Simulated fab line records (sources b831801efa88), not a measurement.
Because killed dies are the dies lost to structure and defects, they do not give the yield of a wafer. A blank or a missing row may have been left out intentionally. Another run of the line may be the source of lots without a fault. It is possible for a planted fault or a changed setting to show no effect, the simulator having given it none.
Chamber matching || flow gf180mcu || 4 sister chambers for GF_V3_ETCH_16 on rieDiel-01
The step etches BARC in N2/H2. 14 wafers are shown with their chamber, then 6 later ones without.

== WAFERS, EACH WITH ITS CHAMBER ==
{"wafer": "L420.3", "chamber": 0, "drypumpMotorCurrentA (A)": 6.4, "throttleValvePct (%)": 13.231, "oesProductAu (a.u.)": 0.855}
{"wafer": "L420.4", "chamber": 1, "drypumpMotorCurrentA (A)": 5.6, "throttleValvePct (%)": 13.226, "oesProductAu (a.u.)": 0.857}
{"wafer": "L420.6", "chamber": 1, "drypumpMotorCurrentA (A)": 5.6, "throttleValvePct (%)": 13.212, "oesProductAu (a.u.)": 0.854}
{"wafer": "L421.2", "chamber": 0, "drypumpMotorCurrentA (A)": 6.4, "throttleValvePct (%)": 13.221, "oesProductAu (a.u.)": 0.855}
{"wafer": "L421.3", "chamber": 3, "drypumpMotorCurrentA (A)": 5.0, "throttleValvePct (%)": 13.216, "oesProductAu (a.u.)": 0.859}
{"wafer": "L421.6", "chamber": 0, "drypumpMotorCurrentA (A)": 6.4, "throttleValvePct (%)": 13.225, "oesProductAu (a.u.)": 0.852}
{"wafer": "L425.3", "chamber": 0, "drypumpMotorCurrentA (A)": 6.3, "throttleValvePct (%)": 13.232, "oesProductAu (a.u.)": 0.855}
{"wafer": "L425.4", "chamber": 2, "drypumpMotorCurrentA (A)": 5.7, "throttleValvePct (%)": 13.235, "oesProductAu (a.u.)": 0.854}
{"wafer": "L425.5", "chamber": 3, "drypumpMotorCurrentA (A)": 5.0, "throttleValvePct (%)": 13.209, "oesProductAu (a.u.)": 0.853}
{"wafer": "L426.2", "chamber": 2, "drypumpMotorCurrentA (A)": 5.7, "throttleValvePct (%)": 13.227, "oesProductAu (a.u.)": 0.860}
{"wafer": "L426.5", "chamber": 0, "drypumpMotorCurrentA (A)": 6.4, "throttleValvePct (%)": 13.238, "oesProductAu (a.u.)": 0.860}
{"wafer": "L426.6", "chamber": 3, "drypumpMotorCurrentA (A)": 5.0, "throttleValvePct (%)": 13.225, "oesProductAu (a.u.)": 0.860}
{"wafer": "L435.1", "chamber": 1, "drypumpMotorCurrentA (A)": 5.6, "throttleValvePct (%)": 13.208, "oesProductAu (a.u.)": 0.856}
{"wafer": "L435.3", "chamber": 2, "drypumpMotorCurrentA (A)": 5.7, "throttleValvePct (%)": 13.221, "oesProductAu (a.u.)": 0.858}

SIGNATURES, as means of the wafers listed above
{"reading": "drypumpMotorCurrentA", "chamber 0": 6.380, "chamber 1": 5.600, "chamber 2": 5.700, "chamber 3": 5.000, "scatter within a chamber": 0.0283}
{"reading": "throttleValvePct", "chamber 0": 13.22940, "chamber 1": 13.21533, "chamber 2": 13.22767, "chamber 3": 13.21667, "scatter within a chamber": 0.00761}
{"reading": "oesProductAu", "chamber 0": 0.85540, "chamber 1": 0.85567, "chamber 2": 0.85733, "chamber 3": 0.85733, "scatter within a chamber": 0.00292}
Rule: for each reading, subtract the chamber's mean from the wafer's reading, divide by that reading's scatter and square the result; add these up over the readings and take the root, which gives the wafer's distance from the chamber. The wafer belongs to the nearest chamber; if the next one is less than 2 further off, it can't be placed. How the scatter is found: for the shown wafers, subtract from each reading the mean of its chamber, square and add these, divide the total by (wafers less chambers), then take the root.

== WAFERS MISSING THEIR CHAMBER ==
{"wafer": "L439.2", "drypumpMotorCurrentA (A)": 5.0, "throttleValvePct (%)": 13.233, "oesProductAu (a.u.)": 0.843}
{"wafer": "L439.3", "drypumpMotorCurrentA (A)": 5.7, "throttleValvePct (%)": 13.230, "oesProductAu (a.u.)": 0.863}
{"wafer": "L439.6", "drypumpMotorCurrentA (A)": 5.6, "throttleValvePct (%)": 13.230, "oesProductAu (a.u.)": 0.851}
{"wafer": "L441.1", "drypumpMotorCurrentA (A)": 5.6, "throttleValvePct (%)": 13.229, "oesProductAu (a.u.)": 0.849}
{"wafer": "L441.4", "drypumpMotorCurrentA (A)": 5.0, "throttleValvePct (%)": 13.226, "oesProductAu (a.u.)": 0.853}
{"wafer": "L441.6", "drypumpMotorCurrentA (A)": 6.4, "throttleValvePct (%)": 13.231, "oesProductAu (a.u.)": 0.853}

== CHAMBER TAKEN BY EACH ==
{"wafer": "L439.2", "from the rows above": 3, "in truth": 3}
{"wafer": "L439.3", "from the rows above": 2, "in truth": 2}
{"wafer": "L439.6", "from the rows above": "can't be placed: 1 or 2", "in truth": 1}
{"wafer": "L441.1", "from the rows above": "can't be placed: 1 or 2", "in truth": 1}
{"wafer": "L441.4", "from the rows above": 3, "in truth": 3}
{"wafer": "L441.6", "from the rows above": 0, "in truth": 0}
Correct placement for 4 of the 6. Can't be placed from these rows: 2 (the true chamber is among the candidates in 2). Wrongly placed: 0.
